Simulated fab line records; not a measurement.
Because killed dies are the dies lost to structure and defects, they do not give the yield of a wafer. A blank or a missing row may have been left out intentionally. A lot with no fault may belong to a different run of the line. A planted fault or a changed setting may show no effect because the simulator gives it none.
Which tool is to blame? -- flow sky130 -- 6 lots, 18 wafers sampled, at 1 step of a route of 708

== WHAT THE GAUGES SHOWED, per wafer ==
SKY_FIELD_ISO_THK_MEAS_04.
lot,measured,on,FIELD_ISO_CVD_03_THK (nm)
L980,day 1 23:31,film metro-01,149.7 149.5 151.0
L983,day 2 15:25,film metro-01,150.2 149.8 148.8
L986,day 3 10:26,film metro-03,150.2 151.4 150.6
L993,day 4 18:15,film metro-03,148.2 147.7 150.5
L998,day 5 20:26,film metro-01,151.2 151.5 151.4
L100,day 6 03:29,film metro-03,149.3 149.6 151.0

== WHAT TOOL EACH LOT RAN ON (gives the tool, then ch and the chambers of the sampled wafers, and finally the start) ==
No process step before these readings appears in the record.

== THE ANSWER, worked out from the rows above alone ==
Rule: the lots themselves supply what counts as usual. Put in order of their means at a reading, lots are off if they are a third of the lots or fewer, leave a main group of 4 or more, and stand apart from it by a gap of 3 or more times the standard deviation of the main group's means; of several such gaps the widest counts. A main group is skipped when, at the precision printed for the reading in the tables above, its means are all equal. Also off: a lot with no number at a reading for which 4 or more lots have one. Where the step has rows for the other lots, those lots are counted as sound.
Nothing can be told from this: no lot is off at any reading shown.

== WHAT THE SIMULATOR HAD PUT IN ==
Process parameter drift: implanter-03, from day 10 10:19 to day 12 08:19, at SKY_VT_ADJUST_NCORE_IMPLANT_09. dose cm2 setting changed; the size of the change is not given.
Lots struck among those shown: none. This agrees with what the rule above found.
